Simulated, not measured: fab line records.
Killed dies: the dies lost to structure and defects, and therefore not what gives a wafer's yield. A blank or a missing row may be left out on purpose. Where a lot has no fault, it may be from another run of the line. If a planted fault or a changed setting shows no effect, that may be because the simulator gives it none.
fab line records | flow sky130
record lots=6 | wafers=18 | last-day=50
route steps=708 shown LI_CONTACT@365 PAD_OPEN@708
lots untouched by any fault: they come from a run of this same line in which no faults occurred
start-h: the number of hours between the record's first day and the start of the first shown wafer of the lot | wait-h: hours from the lot's prior step to this one | " as in the row above | L1.1+2: several wafers, shown together as one row | - either no value or no given start | * or withheld: withheld | < > ~ a bound
route shown NAME@n: names a module that has steps shown in the file, with the first one's number in the route | usual: mean/standard deviation taken from wafers without a fault | same: alike in all rows | chamber/n: place in a boat | sites: per-site readings | _std_site: the standard deviation of these | _edge_site: mean of outer sites minus mean of inner sites | radius-mm: how far each site lies from the wafer's centre | mask NAME#n: copy n | behind: the last tool/chamber to shape the wafer | hold: reason for holding the lot/hours on hold/outcome of the hold | device: names the non-switching transistor (n, p or np) | end of line: the tests these same wafers got at the end of their route | a step without rows: its recipe alone | killed: dies lost to structure and defects at the first sort, not the wafer's yield | map: a wafer's dies, marking killed ones x, the rest . and places with no die _
set.NAME: the setting the step ran with; set.NAME@STEP: the setting that earlier step ran with | model.NAME: the simulator's own value behind a step, which no gauge read
lots seen at some steps along the route; tables by step, rows by wafer
services: from which hour (start-h, from the record's first day; less than 0 if before it) a tool's chamber was out of use, for how many hours, and why
## steps
# step SKY_LI_CONTACT_BOW_MEAS_03
# recipe mode=bow
# usual LI_CONTACT_BOW=56/7.2
lot.wafer | tool          | chamber | start-h | wait-h | LI_CONTACT_BOW[um]
L458.1    | film-metro-01 | -       | 646.43  | 0.2    | 56
L458.2    | "             | -       | "       | "      | 63
L458.6    | "             | -       | "       | "      | 50
L461.1    | film-metro-01 | -       | 673.26  | 0.1    | 62
L461.4    | "             | -       | "       | "      | 68
L461.6    | "             | -       | "       | "      | 54
L462.2    | film-metro-01 | -       | 690.12  | 0.2    | 44
L462.3    | "             | -       | "       | "      | 43
L462.6    | "             | -       | "       | "      | 42
L472.1    | film-metro-02 | -       | 765.95  | 0.1    | 63
L472.2    | "             | -       | "       | "      | 62
L472.5    | "             | -       | "       | "      | 73
L473.1    | film-metro-01 | -       | 780.14  | 0.2    | 56
L473.4    | "             | -       | "       | "      | 48
L473.6    | "             | -       | "       | "      | 62
L480.3    | film-metro-03 | -       | 823.77  | 0.2    | 50
L480.4    | "             | -       | "       | "      | 69
L480.6    | "             | -       | "       | "      | 55
# step SKY_LI_CONTACT_DEHYDRATE_04
# recipe temp-c=200 | time-s=60
# step SKY_LI_CONTACT_HMDS_05
# recipe prime-time-s=60 | prime-temp-c=120
# step SKY_LI_CONTACT_COAT_06
# recipe resist=BARC | temp-c=withheld | time-s=withheld | spin-rpm=3000 | resist-thk-nm=60
# step SKY_LI_CONTACT_COAT_07
# recipe resist=KrF-thick | spin-rpm=3000 | resist-thk-nm=450
# step SKY_LI_CONTACT_SOFTBAKE_08
# recipe temp-c=100 | time-s=90 | resist=KrF-thick
# step SKY_LI_CONTACT_EXPOSE_09
# recipe mask-id=LICM1 | na=0.8 | source-shape=annular | sigma-inner=0.55 | sigma-outer=0.85 | target-cd-nm=170 | dose-mj=38
# step SKY_LI_CONTACT_PEB_10
# recipe peb-temp-c=withheld | peb-time-s=withheld | resist=KrF-thick
# step SKY_LI_CONTACT_DEVELOP_11
# recipe develop-time-s=60 | resist=KrF-thick | dev-temp-c=21
# step SKY_LI_CONTACT_CD_MEAS_12
# recipe target-cd-nm=170
# usual cd-nm=170.1/1.6
lot.wafer | tool      | chamber | start-h | wait-h | cd-nm
L458.1    | cd-sem-01 | -       | 675.50  | -      | 167.9
L458.2    | "         | -       | "       | "      | 169.6
L458.6    | "         | -       | "       | "      | 169.4
L461.1    | cd-sem-01 | -       | 701.42  | -      | 170.4
L461.4    | "         | -       | "       | "      | 170.0
L461.6    | "         | -       | "       | "      | 170.3
L462.2    | cd-sem-01 | -       | 718.27  | -      | 168.0
L462.3    | "         | -       | "       | "      | 167.5
L462.6    | "         | -       | "       | "      | 170.0
L472.1    | cd-sem-02 | -       | 793.12  | -      | 169.5
L472.2    | "         | -       | "       | "      | 171.0
L472.5    | "         | -       | "       | "      | 170.9
L473.1    | cd-sem-02 | -       | 807.60  | -      | 169.6
L473.4    | "         | -       | "       | "      | 170.3
L473.6    | "         | -       | "       | "      | 170.6
L480.3    | cd-sem-02 | -       | 850.11  | -      | 168.3
L480.4    | "         | -       | "       | "      | 168.8
L480.6    | "         | -       | "       | "      | 168.0
# step SKY_LI_CONTACT_OVL_MEAS_13
# usual LI_CONTACT_OVL=-1/4.8
lot.wafer | tool       | chamber | start-h | wait-h | LI_CONTACT_OVL[nm]
L458.1    | overlay-02 | -       | 675.62  | 0.1    | 2
L458.2    | "          | -       | "       | "      | 1
L458.6    | "          | -       | "       | "      | -1
L461.1    | overlay-01 | -       | 701.54  | 0.1    | -6
L461.4    | "          | -       | "       | "      | 3
L461.6    | "          | -       | "       | "      | 8
L462.2    | overlay-01 | -       | 718.38  | 0.1    | 6
L462.3    | "          | -       | "       | "      | -2
L462.6    | "          | -       | "       | "      | 2
L472.1    | overlay-02 | -       | 793.24  | 0.1    | 2
L472.2    | "          | -       | "       | "      | 6
L472.5    | "          | -       | "       | "      | 1
L473.1    | overlay-01 | -       | 807.72  | 0.1    | 0
L473.4    | "          | -       | "       | "      | 0
L473.6    | "          | -       | "       | "      | 3
L480.3    | overlay-01 | -       | 850.20  | 0.1    | 7
L480.4    | "          | -       | "       | "      | 1
L480.6    | "          | -       | "       | "      | 3
# step SKY_LI_CONTACT_ETCH_14
# recipe chemistry=N2/H2 | target=BARC | ion-energy-ev=200 | source-w=500 | bias-w=100 | pressure-mtorr=30 | n2-flow-sccm=100 | h2-flow-sccm=200 | stop-on=SiO2 | time-s=45.9 | target-depth-a=600
# usual bias-w=99.98/0.29 | drypump-motor-current-A=5.4/0.4 | h2-flow-sccm=199.9/0.52 | oes-product-au=0.855/0.005 | throttle-valve-pct=13.225/0.0087
lot.wafer | tool        | chamber | start-h | wait-h | bias-w | drypump-motor-current-A | h2-flow-sccm | oes-product-au | rf-hours-counter-h | throttle-valve-pct
L458.1    | rie-diel-01 | 1       | 675.65  | 0.0    | 99.63  | 5.0                     | 201.0        | 0.854          | 22                 | 13.206
L458.2    | "           | 2       | "       | "      | 100.20 | 5.4                     | 200.7        | 0.861          | 11                 | 13.228
L458.6    | "           | 2       | "       | "      | 100.19 | 5.4                     | 199.6        | 0.857          | -                  | 13.221
L461.1    | rie-diel-01 | 3       | 701.57  | 0.0    | 99.45  | 5.7                     | 200.2        | 0.851          | 2                  | 13.234
L461.4    | "           | 3       | "       | "      | 100.05 | 5.7                     | 199.2        | 0.847          | -                  | 13.222
L461.6    | "           | 1       | "       | "      | 100.03 | 5.0                     | 199.4        | 0.852          | -                  | 13.233
L462.2    | rie-diel-01 | 0       | 718.41  | 0.0    | 100.13 | 5.1                     | 199.7        | 0.840          | 18                 | 13.240
L462.3    | "           | 1       | "       | "      | 99.74  | 5.0                     | 198.7        | 0.857          | 23                 | 13.228
L462.6    | "           | 1       | "       | "      | 99.72  | 5.0                     | 199.6        | 0.845          | -                  | 13.210
L472.1    | rie-diel-02 | 3       | 793.27  | 0.0    | 100.17 | 6.0                     | 199.6        | 0.860          | 23                 | 13.223
L472.2    | "           | 0       | "       | "      | 99.49  | 5.0                     | 198.7        | 0.855          | 4                  | 13.232
L472.5    | "           | 3       | "       | "      | 99.95  | 6.0                     | 199.5        | 0.857          | -                  | 13.222
L473.1    | rie-diel-01 | 3       | 807.76  | 0.0    | 100.20 | 5.7                     | 200.2        | 0.862          | 5                  | 13.246
L473.4    | "           | 1       | "       | "      | 99.99  | 5.0                     | 199.3        | 0.855          | 26                 | 13.220
L473.6    | "           | 1       | "       | "      | 99.96  | 5.0                     | 200.0        | 0.859          | -                  | 13.223
L480.3    | rie-diel-01 | 2       | 850.22  | 0.0    | 100.13 | 5.4                     | 199.6        | 0.851          | 15                 | 13.215
L480.4    | "           | 3       | "       | "      | 100.21 | 5.7                     | 200.6        | 0.852          | 6                  | 13.225
L480.6    | "           | 1       | "       | "      | 99.84  | 5.0                     | 200.0        | 0.853          | -                  | 13.231
# step SKY_LI_CONTACT_ETCH_15
# recipe target=PSG | chemistry=C4F8/O2/Ar | stop-on=Si | taper-deg=4.15 | mask-material=KrF-thick | source-w=1500 | bias-w=1200 | pressure-mtorr=40 | c4f8-flow-sccm=withheld | O2_flow_sccm=6 | Ar_flow_sccm=300 | time-s=withheld | target-depth-a=6000
# usual bias-w=1200/3.7 | oes-product-au=0.837/0.0039
lot.wafer | tool        | chamber | start-h | wait-h | bias-w | oes-product-au | model.KrF-thick_of_LI_CONTACT_COAT_07.thk-nm
L458.1    | rie-diel-01 | 1       | 675.70  | 0.0    | 1198   | 0.836          | 232.4
L458.2    | "           | 2       | "       | "      | 1201   | 0.840          | 226.8
L458.6    | "           | 2       | "       | "      | 1196   | 0.835          | 227.2
L461.1    | rie-diel-01 | 3       | 701.64  | 0.0    | 986    | 0.839          | 241.9
L461.4    | "           | 3       | "       | "      | 983    | 0.840          | 239.8
L461.6    | "           | 1       | "       | "      | 981    | 0.835          | 242.7
L462.2    | rie-diel-01 | 0       | 718.45  | 0.0    | 982    | 0.844          | 241.9
L462.3    | "           | 1       | "       | "      | 982    | 0.836          | 243.8
L462.6    | "           | 1       | "       | "      | 982    | 0.834          | 242.2
L472.1    | rie-diel-02 | 3       | 793.32  | 0.0    | 1205   | 0.838          | 229.5
L472.2    | "           | 0       | "       | "      | 1201   | 0.840          | 230.9
L472.5    | "           | 3       | "       | "      | 1198   | 0.835          | 230.6
L473.1    | rie-diel-01 | 3       | 807.80  | 0.0    | 1198   | 0.838          | 231.1
L473.4    | "           | 1       | "       | "      | 1202   | 0.845          | 234.2
L473.6    | "           | 1       | "       | "      | 1198   | 0.836          | 235.1
L480.3    | rie-diel-01 | 2       | 850.27  | 0.0    | 1200   | 0.831          | 232.6
L480.4    | "           | 3       | "       | "      | 1201   | 0.837          | 231.9
L480.6    | "           | 1       | "       | "      | 1199   | 0.838          | 237.4
# step SKY_LI_CONTACT_STRIP_16
# recipe chemistry=O2/N2 | power-w=1400 | pressure-mtorr=1500 | platen-temp-c=withheld | o2-flow-sccm=3000 | n2-flow-sccm=300 | overash-fraction=0.5
# usual drypump-motor-current-A=5.5/0.61 | oes-product-au=0.376/0.005 | strip-time-to-endpoint-s=3.49/0.032
lot.wafer | tool            | chamber | start-h | wait-h | drypump-motor-current-A | oes-product-au | rf-hours-counter-h | strip-time-to-endpoint-s
L458.1    | plasma-asher-03 | 0       | 675.78  | -      | 5.7                     | 0.375          | 86                 | 3.51
L458.2    | "               | 1       | "       | "      | 6.3                     | 0.378          | 86                 | 3.44
L458.6    | "               | 0       | "       | "      | 5.7                     | 0.379          | -                  | 3.46
L461.1    | plasma-asher-04 | 0       | 701.76  | -      | 6.4                     | 0.382          | 29                 | 3.61
L461.4    | "               | 0       | "       | "      | 6.4                     | 0.379          | -                  | 3.60
L461.6    | "               | 1       | "       | "      | 4.9                     | 0.382          | -                  | 3.61
L462.2    | plasma-asher-04 | 1       | 718.53  | -      | 4.8                     | 0.369          | 31                 | 3.59
L462.3    | "               | 1       | "       | "      | 4.8                     | 0.383          | -                  | 3.61
L462.6    | "               | 0       | "       | "      | 6.3                     | 0.385          | -                  | 3.59
L472.1    | plasma-asher-02 | 1       | 793.40  | -      | 5.0                     | 0.376          | 5                  | 3.48
L472.2    | "               | 0       | "       | "      | 5.2                     | 0.375          | 5                  | 3.49
L472.5    | "               | 1       | "       | "      | 5.0                     | 0.373          | -                  | 3.49
L473.1    | plasma-asher-02 | 1       | 807.88  | -      | 5.0                     | 0.371          | 6                  | 3.50
L473.4    | "               | 0       | "       | "      | 5.2                     | 0.376          | -                  | 3.52
L473.6    | "               | 0       | "       | "      | 5.2                     | 0.379          | -                  | 3.54
L480.3    | plasma-asher-04 | 0       | 850.38  | -      | 6.4                     | 0.370          | -                  | 3.51
L480.4    | "               | 1       | "       | "      | 4.9                     | 0.378          | -                  | 3.50
L480.6    | "               | 0       | "       | "      | 6.3                     | 0.387          | -                  | 3.56
# step SKY_LI_CONTACT_CLEAN_17
# recipe chemistry=NMP | time-s=600 | temp-c=60 | dry=n2-spin
# step SKY_PAD_OPEN_PROBE_99
# usual killed_at_M0_to_M3=45/7.5 | killed_at_M4_up=3.2/1.8 | killed-at-contacts=24/4.9 | killed-at-front-end=15/4.4 | killed-at-other=0.3/0.54 | killed-dies=87/9.8 | killed-open=47/6.4 | killed-short=40/6.5
# same gross-dies=492 | killed-at-back-side=0
lot.wafer | tool      | chamber | start-h | wait-h | killed_at_M0_to_M3 | killed_at_M4_up | killed-at-contacts | killed-at-front-end | killed-at-other | killed-dies | killed-open | killed-short | model.etest.licon-pdiff.rc-ohm | model.etest.licon-ndiff.rc-ohm
L458.1    | prober-02 | -       | 1075.66 | 0.1    | 52                 | 2               | 26                 | 6                   | 0               | 86          | 45          | 41           | 614.6                          | 183.5
L458.2    | prober-02 | -       | 1075.71 | 0.1    | 39                 | 1               | 27                 | 13                  | 0               | 80          | 46          | 34           | 567.1                          | 179.2
L458.6    | prober-02 | -       | 1075.91 | 0.2    | 51                 | 4               | 28                 | 11                  | 1               | 95          | 48          | 46           | 572                            | 184.9
L461.1    | prober-02 | -       | 1096.65 | 0.1    | 41                 | 4               | 20                 | 13                  | 0               | 78          | 40          | 38           | 616.7                          | 194.6
L461.4    | prober-02 | -       | 1096.80 | 0.2    | 44                 | 5               | 15                 | 15                  | 0               | 79          | 39          | 40           | 607                            | 187.1
L461.6    | prober-02 | -       | 1096.90 | 0.2    | 42                 | 7               | 17                 | 27                  | 1               | 94          | 46          | 48           | 608.5                          | 192.2
L462.2    | prober-01 | -       | 1108.36 | 0.1    | 36                 | 4               | 20                 | 11                  | 0               | 71          | 43          | 28           | 603.5                          | 194.2
L462.3    | prober-01 | -       | 1108.41 | 0.2    | 45                 | 4               | 29                 | 13                  | 2               | 93          | 52          | 41           | 631.7                          | 195.2
L462.6    | prober-01 | -       | 1108.56 | 0.2    | 45                 | 5               | 21                 | 11                  | 0               | 82          | 43          | 39           | 632.1                          | 201.5
L472.1    | prober-01 | -       | 1162.51 | 0.1    | 57                 | 5               | 19                 | 22                  | 0               | 103         | 62          | 41           | 563.3                          | 179.7
L472.2    | prober-01 | -       | 1162.56 | 0.1    | 47                 | 7               | 21                 | 15                  | 0               | 90          | 47          | 42           | 600.5                          | 182.3
L472.5    | prober-01 | -       | 1162.71 | 0.2    | 50                 | 3               | 32                 | 17                  | 0               | 102         | 51          | 51           | 561.6                          | 176
L473.1    | prober-02 | -       | 1171.56 | 0.1    | 45                 | 2               | 20                 | 20                  | 0               | 87          | 54          | 32           | 594.1                          | 184.8
L473.4    | prober-02 | -       | 1171.71 | 0.2    | 37                 | 2               | 18                 | 17                  | 0               | 74          | 42          | 32           | 578.9                          | 187.5
L473.6    | prober-02 | -       | 1171.81 | 0.2    | 36                 | 1               | 32                 | 25                  | 0               | 94          | 45          | 49           | 585.9                          | 176.9
L480.3    | prober-02 | -       | 1197.69 | 0.2    | 37                 | 4               | 24                 | 17                  | 0               | 82          | 46          | 36           | 587.5                          | 180.6
L480.4    | prober-02 | -       | 1197.74 | 0.2    | 39                 | 2               | 29                 | 12                  | 1               | 83          | 46          | 37           | 624                            | 179.3
L480.6    | prober-02 | -       | 1197.84 | 0.2    | 41                 | 4               | 26                 | 11                  | 0               | 82          | 42          | 40           | 597.4                          | 191.1
# killed by level:class
L458.1 CONTACT:geometric-particle:open=14 VIA1:geometric-particle:open=10 VIA3:geometric-particle:open=7 METAL3:geometric-particle:short=7 VIA1:geometric-particle:short=6 METAL2:geometric-particle:short=6 LI_CONTACT:geometric-particle:open=5 CONTACT:geometric-particle:short=5
L458.2 VIA1:geometric-particle:open=9 CONTACT:geometric-particle:open=8 FIELD_ISO:geometric-particle:open=6 LI_CONTACT:geometric-particle:short=6 VIA3:geometric-particle:open=6 CONTACT:geometric-particle:short=6 VIA2:geometric-particle:open=6 METAL1:geometric-particle:short=6
L458.6 CONTACT:geometric-particle:open=11 METAL1:geometric-particle:short=11 METAL2:geometric-particle:short=9 LI_CONTACT:geometric-particle:open=8 VIA1:geometric-particle:open=8 VIA2:geometric-particle:open=7 LOCAL_INTERCONNECT:geometric-particle:short=4 CONTACT:geometric-particle:short=4
L461.1 VIA1:geometric-particle:open=8 CONTACT:geometric-particle:open=7 VIA3:geometric-particle:short=7 LI_CONTACT:geometric-particle:open=6 METAL2:geometric-particle:short=5 VIA3:geometric-particle:open=5 VIA2:geometric-particle:open=4 METAL1:geometric-particle:short=4
L461.4 VIA1:geometric-particle:open=9 METAL3:geometric-particle:short=8 VIA3:geometric-particle:open=8 POLY_GATE:geometric-particle:short=7 METAL1:geometric-particle:short=5 VIA2:geometric-particle:open=5 LI_CONTACT:geometric-particle:open=4 VIA3:geometric-particle:short=4
L461.6 VIA1:geometric-particle:open=13 CONTACT:geometric-particle:open=7 FIELD_ISO:geometric-particle:short=6 VIA2:geometric-particle:short=6 POLY_GATE:geometric-particle:open=5 POLY_GATE:geometric-particle:short=4 METAL1:geometric-particle:short=4 VIA1:geometric-particle:short=4
L462.2 CONTACT:geometric-particle:open=8 VIA1:geometric-particle:open=8 VIA3:geometric-particle:open=6 LI_CONTACT:geometric-particle:short=5 VIA2:geometric-particle:open=5 VIA1:geometric-particle:short=5 LI_CONTACT:geometric-particle:open=4 FIELD_ISO:geometric-particle:open=3
L462.3 VIA1:geometric-particle:open=11 LI_CONTACT:geometric-particle:open=9 CONTACT:geometric-particle:open=9 VIA3:geometric-particle:open=8 VIA2:geometric-particle:open=7 METAL1:geometric-particle:short=6 LOCAL_INTERCONNECT:geometric-particle:short=5 VIA1:geometric-particle:short=5
L462.6 VIA2:geometric-particle:open=9 VIA1:geometric-particle:open=8 METAL2:geometric-particle:short=8 CONTACT:geometric-particle:open=7 METAL1:geometric-particle:short=7 VIA3:geometric-particle:open=7 LOCAL_INTERCONNECT:geometric-particle:short=6 FIELD_ISO:geometric-particle:short=5
L472.1 VIA1:geometric-particle:open=16 FIELD_ISO:geometric-particle:open=7 FIELD_ISO:geometric-particle:short=7 VIA2:geometric-particle:open=7 LI_CONTACT:geometric-particle:open=6 CONTACT:geometric-particle:open=6 VIA1:geometric-particle:short=6 METAL1:geometric-particle:short=5
L472.2 VIA2:geometric-particle:open=8 CONTACT:geometric-particle:open=7 LI_CONTACT:geometric-particle:open=6 VIA1:geometric-particle:open=6 VIA3:geometric-particle:open=6 LI_CONTACT:geometric-particle:short=5 METAL2:geometric-particle:short=5 METAL1:geometric-particle:short=5
L472.5 CONTACT:geometric-particle:open=13 METAL1:geometric-particle:short=10 VIA1:geometric-particle:open=10 FIELD_ISO:geometric-particle:short=8 FIELD_ISO:geometric-particle:open=7 LOCAL_INTERCONNECT:geometric-particle:short=7 VIA3:geometric-particle:open=6 VIA1:geometric-particle:short=6
L473.1 VIA1:geometric-particle:open=12 CONTACT:geometric-particle:open=10 VIA2:geometric-particle:open=9 FIELD_ISO:geometric-particle:open=7 VIA2:geometric-particle:short=6 VIA3:geometric-particle:open=6 CONTACT:geometric-particle:short=4 VIA1:geometric-particle:short=4
L473.4 VIA1:geometric-particle:open=8 CONTACT:geometric-particle:open=6 LI_CONTACT:geometric-particle:open=5 METAL1:geometric-particle:short=5 VIA2:geometric-particle:open=5 VIA3:geometric-particle:open=5 FIELD_ISO:geometric-particle:short=4 METAL2:geometric-particle:short=4
L473.6 CONTACT:geometric-particle:open=14 FIELD_ISO:geometric-particle:short=11 VIA1:geometric-particle:open=8 LI_CONTACT:geometric-particle:open=6 METAL1:geometric-particle:short=6 LOCAL_INTERCONNECT:geometric-particle:short=5 CONTACT:geometric-particle:short=5 VIA2:geometric-particle:open=5
L480.3 VIA1:geometric-particle:open=14 LI_CONTACT:geometric-particle:open=8 LOCAL_INTERCONNECT:geometric-particle:short=8 FIELD_ISO:geometric-particle:short=6 CONTACT:geometric-particle:open=6 POLY_GATE:geometric-particle:short=4 METAL1:geometric-particle:short=4 METAL2:geometric-particle:short=4
L480.4 CONTACT:geometric-particle:open=13 VIA1:geometric-particle:open=11 FIELD_ISO:geometric-particle:short=6 VIA3:geometric-particle:open=6 CONTACT:geometric-particle:short=5 LOCAL_INTERCONNECT:geometric-particle:short=5 LI_CONTACT:geometric-particle:short=4 METAL1:geometric-particle:short=4
L480.6 CONTACT:geometric-particle:open=13 METAL1:geometric-particle:short=8 VIA1:geometric-particle:open=7 LI_CONTACT:geometric-particle:open=6 METAL2:geometric-particle:short=6 VIA2:geometric-particle:open=6 FIELD_ISO:geometric-particle:short=5 FIELD_ISO:geometric-particle:open=4
## services
tool            | chamber | start-h | hours | kind
rie-diel-02     | 0       | 672.58  | -     | clean
rie-diel-02     | 0       | 672.58  | 25.8  | scheduled-down
rie-diel-02     | 0       | 672.58  | 25.8  | vent-cycle
rie-diel-01     | 3       | 674.83  | 5.5   | repair
rie-diel-01     | 0       | 695.27  | 15.5  | repair
rie-diel-01     | 2       | 701.23  | 1.7   | repair
rie-diel-02     | 3       | 713.31  | 10.1  | repair
plasma-asher-02 | -       | 733.75  | 9.0   | pm
plasma-asher-02 | 0       | 733.75  | 9.0   | vent-cycle
plasma-asher-02 | 1       | 733.75  | 9.0   | vent-cycle
plasma-asher-02 | 0       | 742.75  | -     | clean
plasma-asher-02 | 1       | 742.75  | -     | clean
rie-diel-02     | -       | 748.16  | 0.3   | repair
rie-diel-01     | 0       | 759.99  | 7.0   | repair
rie-diel-02     | 2       | 769.92  | 24.9  | repair
plasma-asher-03 | -       | 813.62  | 2.5   | repair
plasma-asher-02 | -       | 816.41  | 42.7  | repair
rie-diel-01     | 2       | 833.96  | 5.1   | repair
plasma-asher-03 | -       | 848.58  | 3.2   | repair
## key
first-sign step=SKY_LI_CONTACT_ETCH_15 | reading=bias-w | direction=down | sigmas=59 | usual=1200 | struck=983
effect step=SKY_LI_CONTACT_STRIP_16 | reading=strip-time-to-endpoint-s | direction=up | sigmas=3.4 | usual=* | struck=*
model-effect step=SKY_LI_CONTACT_ETCH_15 | value=KrF-thick_of_LI_CONTACT_COAT_07.thk-nm | without=232.5 | struck=242.1
model-effect step=SKY_PAD_OPEN_PROBE_99 | value=etest.licon-pdiff.rc-ohm | without=590.1 | struck=616.6
met-at SKY_LI_CONTACT_ETCH_15
struck-wafers L461.1,L461.4,L461.6,L462.2,L462.3,L462.6
tester-left-out L461,L462
onset-between 675.70 701.64
fault kind=process-parameter-drift | tool=rie-diel-01 | chamber=- | onset-h=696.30 | steps=SKY_LI_CONTACT_ETCH_15 | channel=bias-w | offset=-215.3 | shape=step | end-h=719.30 | acts-in=these-recipes-only | stated=1200
# tester-left-out: of these lots the tester's yield and bins aren't shown, on N5 and GAA mostly nor the transistor test; their killed dies are dies lost to structure and defects alone, not to doping, threshold or leakage, so they don't give the yield
